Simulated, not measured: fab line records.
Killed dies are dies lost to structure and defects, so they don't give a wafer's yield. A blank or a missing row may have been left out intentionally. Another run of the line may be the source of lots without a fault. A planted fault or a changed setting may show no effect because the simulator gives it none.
fab line records	flow sky130	part 1 of 2: steps 1 to 34 of 46
[record] lots = 5	wafers = 15	last-day = 50
route steps=708 shown FIELD_ISO@25 NWELL@32 DNWELL@35 PWDE@45
lots untouched by any fault: they come from a run of this same line in which no faults occurred
start-h: start of the lot's first displayed wafer, in hours after the record's first day	wait-h: hours from the lot's prior step to this one	" unchanged from the row above	L1.1+2: one row covering several wafers at once	- value missing, or start not given	* or withheld: withheld	< > ~ a bound
route shown NAME@n: a module of which the file shows steps, and the number in the route of the first	usual: mean and standard deviation over wafers with no fault	same: alike in all rows	chamber/n: place in a boat	sites: per-site readings	_std_site: the values' standard deviation	_edge_site: mean of outer sites minus mean of inner sites	radius-mm: for every site, how far away it sits from the centre of the wafer	mask NAME#n: copy n	behind: tool/chamber where the wafer was last shaped	hold: the reason the lot was held/the length of the hold in hours/how it ended	device: the n, p or np transistor that did not switch	end of line: tests run on the same wafers once the route is complete	where a step has no rows: the recipe by itself	killed: dies lost to structure and defects at the first sort, not the wafer's yield	map: the dies of a wafer, with x for killed, . for not killed, _ for no die there
set.NAME: setting as actually run; set.NAME@STEP: the setting as run at that earlier step	model.NAME: the simulator's own value behind a step, which no gauge read
certain route steps with their lots: each step a table, each wafer a row
services: a tool's chamber out of use, with start hour (start-h, from the record's first day; less than 0 if before it), hours out, and reason
[[steps]]
[step SKY_FIELD_ISO_CVD_24]
[recipe] material = SiO2	target-thk-nm = 595	temp-c = 650	sigma-open-frac = 0.3	time-s = 99.2	sih4-flow-sccm = 60	pressure-mtorr = 6
[same] time-s = 99.2
lot.wafer	tool	chamber	start-h	wait-h
L074.3+4+6	hdpcvd-02	2,0,1	34.43	0.0
L076.2+3+4	hdpcvd-01	0,1,2	42.92	0.0
L079.3+4+5	hdpcvd-02	0,2,0	60.63	0.0
L092.1+5+6	hdpcvd-02	2,0,2	125.57	0.1
L094.4+5+6	hdpcvd-02	0,1,2	135.46	0.1
[step SKY_FIELD_ISO_THK_MEAS_25]
[recipe] reads = SiO2_of_FIELD_ISO_CVD_24
[usual] FIELD_ISO_CVD_24_THK = 595/5.1
lot.wafer	tool	chamber	start-h	wait-h	FIELD_ISO_CVD_24_THK[nm]
L074.3	film-metro-04	-	34.52	0.1	591
L074.4	"	-	"	"	588
L074.6	"	-	"	"	590
L076.2	film-metro-04	-	43.00	0.0	588
L076.3	"	-	"	"	587
L076.4	"	-	"	"	591
L079.3	film-metro-03	-	60.72	0.1	593
L079.4	"	-	"	"	591
L079.5	"	-	"	"	590
L092.1	film-metro-03	-	125.64	0.0	595
L092.5	"	-	"	"	593
L092.6	"	-	"	"	593
L094.4	film-metro-04	-	135.52	0.0	597
L094.5	"	-	"	"	601
L094.6	"	-	"	"	598
[step SKY_FIELD_ISO_ANNEAL_26]
[recipe] temp-c = 1000	time-s = 1800	ambient = N2
[usual] spike-tc-bottom-C = 1018.3/2
[same] time-s = 1800
lot.wafer	tool	chamber	start-h	wait-h	spike-tc-bottom-C
L074.3	furnace-02	0	34.56	0.0	1021.8
L074.4	"	0	"	"	1019.1
L074.6	"	0	"	"	1018.7
L076.2	furnace-01	0	44.00	1.0	1013.6
L076.3	"	0	"	"	1016.6
L076.4	"	0	"	"	1016.4
L079.3	furnace-02	0	60.76	0.0	1020.5
L079.4	"	0	"	"	1019.0
L079.5	"	0	"	"	1021.6
L092.1	furnace-02	0	126.90	1.3	1019.4
L092.5	"	0	"	"	1020.6
L092.6	"	0	"	"	1021.1
L094.4	furnace-02	0	135.55	0.0	1020.2
L094.5	"	0	"	"	1020.1
L094.6	"	0	"	"	1020.1
[step SKY_FIELD_ISO_CMP_27]
[recipe] stop-on = Si3N4	t-overpolish-s = 16	down-force-psi = 4	platen-rpm = 60	target-thk-nm = 457.8	pad-velocity-m-s = 0.94248
[usual] motor-current-A = 11.7/1.7	overpolish-run-s = 16.000/0.0099	time-to-endpoint-s = 112/4.1
lot.wafer	tool	chamber	start-h	wait-h	motor-current-A	overpolish-run-s	time-to-endpoint-s
L074.3	cmp-02	1	36.11	0.1	12.9	16.005	115
L074.4	"	2	"	"	13.6	16.001	114
L074.6	"	0	"	"	10.3	16.012	115
L076.4	cmp-02	1	45.50	0.0	13.3	15.982	119
L076.2	"	2	"	"	13.4	15.997	118
L076.3	"	0	"	"	10.3	16.010	117
L079.4	cmp-01	1	62.26	0.0	10.3	15.986	112
L079.3	"	3	"	"	12.2	16.005	115
L079.5	"	2	"	"	8.4	15.985	113
L092.1	cmp-01	0	128.50	0.1	14.0	16.006	110
L092.6	"	2	"	"	7.9	15.977	108
L092.5	"	3	"	"	13.1	16.008	107
L094.4	cmp-02	1	137.15	0.1	13.6	16.002	120
L094.5	"	3	"	"	11.6	15.988	115
L094.6	"	0	"	"	10.0	15.989	116
[step SKY_FIELD_ISO_WET_ETCH_28]
[recipe] chemistry = dHF	target-depth-nm = 23.7	target = SiO2	dilution = 10:1	temp-c = 25	time-s = 47
[usual] temp-c = 25.04/0.1
[same] time-s = 47
lot.wafer	tool	chamber	start-h	wait-h	temp-c
L074.3	wet-bench-01	0	36.36	0.2	25.00
L074.4	"	0	"	"	25.03
L074.6	"	0	"	"	25.02
L076.2	wet-bench-03	2	45.80	0.2	25.16
L076.3	"	2	"	"	25.16
L076.4	"	2	"	"	25.00
L079.3	wet-bench-01	0	62.56	0.1	24.91
L079.4	"	0	"	"	25.24
L079.5	"	0	"	"	25.08
L092.1	wet-bench-01	1	128.70	0.1	25.05
L092.5	"	1	"	"	25.26
L092.6	"	1	"	"	25.07
L094.4	wet-bench-01	1	137.35	0.1	25.15
L094.5	"	1	"	"	25.11
L094.6	"	1	"	"	24.89
[step SKY_FIELD_ISO_WET_ETCH_29]
[recipe] chemistry = H3PO4	target-depth-nm = 160	target = Si3N4	temp-c = 160	time-s = 1825
[usual] temp-c = 160.01/0.16
[same] time-s = 1825
lot.wafer	tool	chamber	start-h	wait-h	temp-c
L074.3	wet-bench-01	3	36.38	0.0	159.98
L074.4	"	3	"	"	160.07
L074.6	"	3	"	"	160.03
L076.2	wet-bench-04	3	45.84	0.0	159.92
L076.3	"	3	"	"	159.95
L076.4	"	3	"	"	159.97
L079.3	wet-bench-04	3	62.58	0.0	159.95
L079.4	"	3	"	"	159.85
L079.5	"	3	"	"	159.88
L092.1	wet-bench-03	3	128.73	0.0	159.86
L092.5	"	3	"	"	159.73
L092.6	"	3	"	"	159.99
L094.4	wet-bench-04	3	137.37	0.0	159.88
L094.5	"	3	"	"	159.87
L094.6	"	3	"	"	160.02
[step SKY_FIELD_ISO_WET_ETCH_30]
[recipe] chemistry = dHF	target-depth-nm = 25	target = SiO2	dilution = 10:1	temp-c = 25	time-s = 50
[usual] temp-c = 24.99/0.12
[same] time-s = 50
lot.wafer	tool	chamber	start-h	wait-h	temp-c
L074.3	wet-bench-03	1	36.90	0.0	24.97
L074.4	"	1	"	"	25.07
L074.6	"	1	"	"	24.81
L076.2	wet-bench-04	3	46.36	0.0	25.11
L076.3	"	3	"	"	24.90
L076.4	"	3	"	"	25.03
L079.3	wet-bench-03	3	63.10	0.0	24.84
L079.4	"	3	"	"	24.90
L079.5	"	3	"	"	25.03
L092.1	wet-bench-04	0	129.24	0.0	25.11
L092.5	"	0	"	"	25.15
L092.6	"	0	"	"	25.07
L094.4	wet-bench-01	3	137.94	0.0	25.20
L094.5	"	3	"	"	24.99
L094.6	"	3	"	"	24.97
[step SKY_NWELL_CLEAN_00]
[recipe] chemistry = SC1/SC2	mix = 1:4:20	temp-c = 70	time-s = 150	dry = n2-spin
[usual] temp-c = 69.99/0.1
[same] time-s = 150
lot.wafer	tool	chamber	start-h	wait-h	temp-c
L074.3	wet-bench-04	0	36.94	0.0	70.08
L074.4	"	0	"	"	70.08
L074.6	"	0	"	"	70.02
L076.2	wet-bench-04	2	46.38	0.0	70.09
L076.3	"	2	"	"	70.12
L076.4	"	2	"	"	70.04
L079.3	wet-bench-01	0	63.12	0.0	69.87
L079.4	"	0	"	"	69.84
L079.5	"	0	"	"	69.96
L092.1	wet-bench-01	1	129.26	0.0	69.89
L092.5	"	1	"	"	70.05
L092.6	"	1	"	"	70.00
L094.4	wet-bench-03	0	137.96	0.0	70.04
L094.5	"	0	"	"	69.84
L094.6	"	0	"	"	69.92
[step SKY_NWELL_OXIDATION_01]
[recipe] temp-c = 900	ambient = O2	stabilise-s = 600	purge-s = 300	target-thk-a = 100	ox-time-s = 1418
[usual] ox-temp-c = 900.0/0.36	spike-tc-bottom-C = 918.7/2
lot.wafer	tool	chamber	start-h	wait-h	ox-temp-c	spike-tc-bottom-C
L074.3	furnace-01	0	37.98	1.0	900.1	917.6
L074.4	"	0	"	"	899.8	916.9
L074.6	"	0	"	"	900.0	917.8
L076.2	furnace-01	0	47.01	0.6	900.8	918.5
L076.3	"	0	"	"	900.3	916.4
L076.4	"	0	"	"	899.9	915.7
L079.3	furnace-02	0	63.17	0.0	900.3	919.0
L079.4	"	0	"	"	900.0	919.0
L079.5	"	0	"	"	899.9	919.1
L092.1	furnace-02	0	129.75	0.4	900.3	919.2
L092.5	"	0	"	"	900.1	920.1
L092.6	"	0	"	"	899.8	920.1
L094.4	furnace-02	0	138.45	0.4	900.4	922.2
L094.5	"	0	"	"	900.6	919.9
L094.6	"	0	"	"	900.1	919.3
[step SKY_NWELL_THK_MEAS_02]
[recipe] reads = SiO2_of_NWELL_OXIDATION_01
[usual] NWELL_OXIDATION_THK = 9.98/0.21
lot.wafer	tool	chamber	start-h	wait-h	NWELL_OXIDATION_THK[nm]
L074.3	film-metro-04	-	39.39	0.0	10.17
L074.4	"	-	"	"	10.24
L074.6	"	-	"	"	10.21
L076.2	film-metro-02	-	48.41	0.0	10.33
L076.3	"	-	"	"	10.16
L076.4	"	-	"	"	10.09
L079.3	film-metro-03	-	64.58	0.0	9.72
L079.4	"	-	"	"	10.07
L079.5	"	-	"	"	9.89
L092.1	film-metro-02	-	131.14	0.0	9.61
L092.5	"	-	"	"	9.86
L092.6	"	-	"	"	9.68
L094.4	film-metro-04	-	139.87	0.0	9.79
L094.5	"	-	"	"	9.84
L094.6	"	-	"	"	9.96
[step SKY_DNWELL_DEHYDRATE_00]
[recipe] temp-c = 200	time-s = 60
[same] time-s = 60
lot.wafer	tool	chamber	start-h	wait-h
L074.3+4+6	litho-track-02	0	46.51	7.1
L076.2+3+4	litho-track-04	0	55.87	7.4
L079.3+4+5	litho-track-04	0	72.34	7.8
L092.1+5+6	litho-track-01	0	140.14	9.0
L094.4+5+6	litho-track-01	0	148.82	8.9
[step SKY_DNWELL_HMDS_01]
[recipe] prime-time-s = 60	prime-temp-c = 120
lot.wafer	tool	chamber	start-h	wait-h
L074.3+4+6	litho-track-02	0	46.66	0.1
L076.2+3+4	litho-track-04	0	56.02	0.1
L079.3+4+5	litho-track-04	0	72.49	0.1
L092.1+5+6	litho-track-01	0	140.29	0.1
L094.4+5+6	litho-track-01	0	148.97	0.1
[step SKY_DNWELL_COAT_02]
[recipe] spin-rpm = 2000	resist-thk-nm = 3000
lot.wafer	tool	chamber	start-h	wait-h
L074.3+4+6	litho-track-02	0	46.81	0.1
L076.2+3+4	litho-track-04	0	56.17	0.1
L079.3+4+5	litho-track-04	0	72.64	0.1
L092.1+5+6	litho-track-01	0	140.44	0.1
L094.4+5+6	litho-track-01	0	149.12	0.1
[step SKY_DNWELL_SOFTBAKE_03]
[recipe] temp-c = 110	time-s = withheld
lot.wafer	tool	chamber	start-h	wait-h
L074.3+4+6	litho-track-02	0	46.98	0.1
L076.2+3+4	litho-track-04	0	56.33	0.1
L079.3+4+5	litho-track-04	0	72.81	0.1
L092.1+5+6	litho-track-01	0	140.59	0.1
L094.4+5+6	litho-track-01	0	149.29	0.1
[step SKY_DNWELL_EXPOSE_04]
[recipe] mask-id = DNM	na = 0.57	target-cd-nm = 3000	dose-mj = 222
lot.wafer	tool	chamber	start-h	wait-h	mask
L074.3+4+6	iline-stepper-01	0	-	-	DNM#0
L076.2+3+4	iline-stepper-02	0	-	-	DNM#0
L079.3+4+5	iline-stepper-02	0	-	-	DNM#0
L092.1+5+6	iline-stepper-01	0	-	-	DNM#0
L094.4+5+6	iline-stepper-02	0	-	-	DNM#0
[step SKY_DNWELL_PEB_05]
[recipe] temp-c = 115	time-s = withheld
lot.wafer	tool	chamber	start-h	wait-h
L074.3+4+6	litho-track-01	0	-	-
L076.2+3+4	litho-track-04	0	-	-
L079.3+4+5	litho-track-02	0	-	-
L092.1+5+6	litho-track-01	0	-	-
L094.4+5+6	litho-track-01	0	-	-
[step SKY_DNWELL_DEVELOP_06]
[recipe] wall-angle-deg = 90	developer = TMAH	develop-time-s = 60	dev-temp-c = 23
lot.wafer	tool	chamber	start-h	wait-h
L074.3+4+6	litho-track-01	0	-	-
L076.2+3+4	litho-track-04	0	-	-
L079.3+4+5	litho-track-02	0	-	-
L092.1+5+6	litho-track-01	0	-	-
L094.4+5+6	litho-track-01	0	-	-
[step SKY_DNWELL_IMPLANT_07]
[recipe] species = P	energy-kev = withheld	dose-cm2 = withheld	tilt-deg = withheld
lot.wafer	tool	chamber	start-h	wait-h
L074.3+4+6	implanter-04	0	54.69	-
L076.2+3+4	implanter-03	0	64.02	-
L079.3+4+5	implanter-04	0	81.46	-
L092.1+5+6	implanter-04	0	150.34	-
L094.4+5+6	implanter-03	0	159.37	-
[step SKY_DNWELL_STRIP_08]
[recipe] chemistry = O2/N2	power-w = 1400	pressure-mtorr = 1500	platen-temp-c = withheld	o2-flow-sccm = 3000	n2-flow-sccm = 300	overash-fraction = 0.5
[usual] drypump-motor-current-A = 5.6/0.5	oes-product-au = 0.722/0.0045	strip-time-to-endpoint-s = 36.95/0.11
lot.wafer	tool	chamber	start-h	wait-h	drypump-motor-current-A	oes-product-au	rf-hours-counter-h	strip-time-to-endpoint-s
L074.3	plasma-asher-03	0	54.82	0.1	4.9	0.727	-	36.79
L074.4	"	1	"	"	6.1	0.721	-	36.84
L074.6	"	0	"	"	4.9	0.720	-	36.69
L076.2	plasma-asher-03	0	64.14	0.1	4.8	0.725	26	36.91
L076.3	"	0	"	"	4.9	0.726	-	36.75
L076.4	"	1	"	"	6.1	0.727	-	36.80
L079.3	plasma-asher-03	0	81.60	0.1	4.8	0.727	-	36.86
L079.4	"	1	"	"	6.1	0.726	-	36.90
L079.5	"	0	"	"	4.9	0.719	-	36.96
L092.1	plasma-asher-04	1	150.49	0.1	5.0	0.724	3	36.91
L092.5	"	1	"	"	5.0	0.721	-	36.90
L092.6	"	0	"	"	6.2	0.718	-	36.89
L094.4	plasma-asher-03	1	159.47	0.1	6.1	0.727	-	37.06
L094.5	"	0	"	"	4.9	0.725	-	37.02
L094.6	"	1	"	"	6.1	0.729	-	36.89
[step SKY_DNWELL_TW_MEAS_09]
[usual] DNWELL_TW = 1107/6.2
lot.wafer	tool	chamber	start-h	wait-h	DNWELL_TW
L074.3	film-metro-02	-	54.91	0.1	1105
L074.4	"	-	"	"	1102
L074.6	"	-	"	"	1096
L076.2	film-metro-02	-	64.25	0.1	1107
L076.3	"	-	"	"	1110
L076.4	"	-	"	"	1106
L079.3	film-metro-02	-	81.68	0.1	1097
L079.4	"	-	"	"	1093
L079.5	"	-	"	"	1094
L092.1	film-metro-04	-	150.59	0.1	1105
L092.5	"	-	"	"	1111
L092.6	"	-	"	"	1103
L094.4	film-metro-03	-	159.57	0.1	1110
L094.5	"	-	"	"	1112
L094.6	"	-	"	"	1106
[step SKY_PWDE_DEHYDRATE_00]
[recipe] temp-c = 200	time-s = 60
[same] time-s = 60
lot.wafer	tool	chamber	start-h	wait-h
L074.3+4+6	litho-track-02	0	62.11	7.2
L076.2+3+4	litho-track-03	0	71.90	7.6
L079.3+4+5	litho-track-02	0	89.56	7.9
L092.1+5+6	litho-track-03	0	159.83	9.2
L094.4+5+6	litho-track-02	0	168.84	9.3
[step SKY_PWDE_HMDS_01]
[recipe] prime-time-s = 60	prime-temp-c = 120
lot.wafer	tool	chamber	start-h	wait-h
L074.3+4+6	litho-track-02	0	62.26	0.1
L076.2+3+4	litho-track-03	0	72.05	0.1
L079.3+4+5	litho-track-02	0	89.71	0.1
L092.1+5+6	litho-track-03	0	159.98	0.1
L094.4+5+6	litho-track-02	0	168.99	0.1
[step SKY_PWDE_COAT_02]
[recipe] spin-rpm = 2000	resist-thk-nm = 3000
lot.wafer	tool	chamber	start-h	wait-h
L074.3+4+6	litho-track-02	0	62.41	0.1
L076.2+3+4	litho-track-03	0	72.20	0.1
L079.3+4+5	litho-track-02	0	89.86	0.1
L092.1+5+6	litho-track-03	0	160.13	0.1
L094.4+5+6	litho-track-02	0	169.14	0.1
[step SKY_PWDE_SOFTBAKE_03]
[recipe] temp-c = 110	time-s = withheld
lot.wafer	tool	chamber	start-h	wait-h
L074.3+4+6	litho-track-02	0	62.58	0.1
L076.2+3+4	litho-track-03	0	72.36	0.1
L079.3+4+5	litho-track-02	0	90.03	0.1
L092.1+5+6	litho-track-03	0	160.28	0.1
L094.4+5+6	litho-track-02	0	169.31	0.1
[step SKY_PWDE_EXPOSE_04]
[recipe] mask-id = PWDEM	na = 0.6	source-shape = conventional	sigma-outer = 0.6	polarization = unpolarized	target-cd-nm = 840	dose-mj = 214
lot.wafer	tool	chamber	start-h	wait-h	mask
L074.3+4+6	iline-stepper-02	0	-	-	PWDEM#0
L076.2+3+4	iline-stepper-01	0	-	-	PWDEM#0
L079.3+4+5	iline-stepper-02	0	-	-	PWDEM#0
L092.1+5+6	iline-stepper-01	0	-	-	PWDEM#0
L094.4+5+6	iline-stepper-02	0	-	-	PWDEM#0
[step SKY_PWDE_PEB_05]
[recipe] temp-c = 115	time-s = withheld
lot.wafer	tool	chamber	start-h	wait-h
L074.3+4+6	litho-track-02	0	-	-
L076.2+3+4	litho-track-03	0	-	-
L079.3+4+5	litho-track-02	0	-	-
L092.1+5+6	litho-track-01	0	-	-
L094.4+5+6	litho-track-02	0	-	-
[step SKY_PWDE_DEVELOP_06]
[recipe] wall-angle-deg = 90	developer = TMAH	develop-time-s = 60	dev-temp-c = 23
lot.wafer	tool	chamber	start-h	wait-h
L074.3+4+6	litho-track-02	0	-	-
L076.2+3+4	litho-track-03	0	-	-
L079.3+4+5	litho-track-02	0	-	-
L092.1+5+6	litho-track-01	0	-	-
L094.4+5+6	litho-track-02	0	-	-
[step SKY_PWDE_OVL_MEAS_07]
[usual] PWDE_OVL = -0.5/1.4
lot.wafer	tool	chamber	start-h	wait-h	PWDE_OVL[nm]
L074.3	overlay-02	-	70.43	-	-3.0
L074.4	"	-	"	"	-0.9
L074.6	"	-	"	"	-2.2
L076.2	overlay-01	-	80.83	-	-0.5
L076.3	"	-	"	"	-0.8
L076.4	"	-	"	"	-0.6
L079.3	overlay-01	-	98.28	-	0.8
L079.4	"	-	"	"	-1.2
L079.5	"	-	"	"	-0.2
L092.1	overlay-02	-	170.69	-	-0.9
L092.5	"	-	"	"	1.1
L092.6	"	-	"	"	-0.2
L094.4	overlay-02	-	178.88	-	2.3
L094.5	"	-	"	"	-1.2
L094.6	"	-	"	"	-1.3
[step SKY_PWDE_IMPLANT_08]
[recipe] species = B	energy-kev = 150	dose-cm2 = 3.6e+12	tilt-deg = withheld
[usual] faraday-current-uA = 20.3/0.4
lot.wafer	tool	chamber	start-h	wait-h	faraday-current-uA
L074.3	implanter-03	0	70.50	0.1	20.3
L074.4	"	0	"	"	20.4
L074.6	"	0	"	"	19.3
L076.2	implanter-01	0	80.89	0.0	19.7
L076.3	"	0	"	"	20.8
L076.4	"	0	"	"	20.2
L079.3	implanter-01	0	98.35	0.1	20.5
L079.4	"	0	"	"	20.8
L079.5	"	0	"	"	20.9
L092.1	implanter-02	0	170.73	0.0	20.0
L092.5	"	0	"	"	20.7
L092.6	"	0	"	"	20.2
L094.4	implanter-01	0	178.97	0.1	20.3
L094.5	"	0	"	"	20.2
L094.6	"	0	"	"	20.2
[step SKY_PWDE_STRIP_09]
[recipe] chemistry = O2/N2	power-w = 1400	pressure-mtorr = 1500	platen-temp-c = withheld	o2-flow-sccm = 3000	n2-flow-sccm = 300	overash-fraction = 0.5
[usual] drypump-motor-current-A = 5.7/0.4	oes-product-au = 0.722/0.0042	strip-time-to-endpoint-s = 36.97/0.14
lot.wafer	tool	chamber	start-h	wait-h	drypump-motor-current-A	oes-product-au	rf-hours-counter-h	strip-time-to-endpoint-s
L074.3	plasma-asher-01	1	70.63	0.1	5.9	0.723	-	36.93
L074.4	"	0	"	"	5.3	0.721	-	36.90
L074.6	"	0	"	"	5.3	0.725	-	36.92
L076.2	plasma-asher-02	1	81.01	0.1	5.9	0.724	38	37.02
L076.3	"	1	"	"	5.9	0.727	-	36.90
L076.4	"	0	"	"	5.8	0.722	-	36.88
L079.3	plasma-asher-01	0	98.48	0.1	5.3	0.722	-	36.92
L079.4	"	1	"	"	5.9	0.724	-	36.98
L079.5	"	0	"	"	5.3	0.721	-	36.94
L092.1	plasma-asher-01	0	170.88	0.1	5.3	0.721	48	37.27
L092.5	"	0	"	"	5.3	0.719	-	37.27
L092.6	"	1	"	"	5.9	0.713	-	37.15
L094.4	plasma-asher-04	1	179.08	0.1	5.0	0.728	-	37.06
L094.5	"	0	"	"	6.2	0.732	-	37.07
L094.6	"	1	"	"	5.0	0.730	-	37.12
[step SKY_PWDE_TW_MEAS_10]
[usual] PWDE_TW = 371.6/2
lot.wafer	tool	chamber	start-h	wait-h	PWDE_TW
L074.3	film-metro-02	-	70.72	0.1	370.1
L074.4	"	-	"	"	370.6
L074.6	"	-	"	"	371.0
L076.2	film-metro-03	-	81.12	0.1	372.5
L076.3	"	-	"	"	373.2
L076.4	"	-	"	"	373.1
L079.3	film-metro-02	-	98.57	0.1	371.1
L079.4	"	-	"	"	372.3
L079.5	"	-	"	"	372.5
L092.1	film-metro-04	-	170.98	0.1	371.9
L092.5	"	-	"	"	371.4
L092.6	"	-	"	"	371.8
L094.4	film-metro-03	-	179.18	0.1	370.9
L094.5	"	-	"	"	370.8
L094.6	"	-	"	"	369.6
[step SKY_NWELL_DEHYDRATE_03]
[recipe] temp-c = 200	time-s = 60
[same] time-s = 60
lot.wafer	tool	chamber	start-h	wait-h
L074.3+4+6	litho-track-02	0	78.56	7.8
L076.2+3+4	litho-track-02	0	88.54	7.4
L079.3+4+5	litho-track-03	0	106.38	7.8
L092.1+5+6	litho-track-02	0	180.36	9.4
L094.4+5+6	litho-track-03	0	189.10	9.9
[step SKY_NWELL_HMDS_04]
[recipe] prime-time-s = 60	prime-temp-c = 120
lot.wafer	tool	chamber	start-h	wait-h
L074.3+4+6	litho-track-02	0	78.71	0.1
L076.2+3+4	litho-track-02	0	88.69	0.1
L079.3+4+5	litho-track-03	0	106.53	0.1
L092.1+5+6	litho-track-02	0	180.51	0.1
L094.4+5+6	litho-track-03	0	189.25	0.1
[step SKY_NWELL_COAT_05]
[recipe] spin-rpm = 2000	resist-thk-nm = 3000
lot.wafer	tool	chamber	start-h	wait-h
L074.3+4+6	litho-track-02	0	78.86	0.1
L076.2+3+4	litho-track-02	0	88.84	0.1
L079.3+4+5	litho-track-03	0	106.68	0.1
L092.1+5+6	litho-track-02	0	180.66	0.1
L094.4+5+6	litho-track-03	0	189.40	0.1
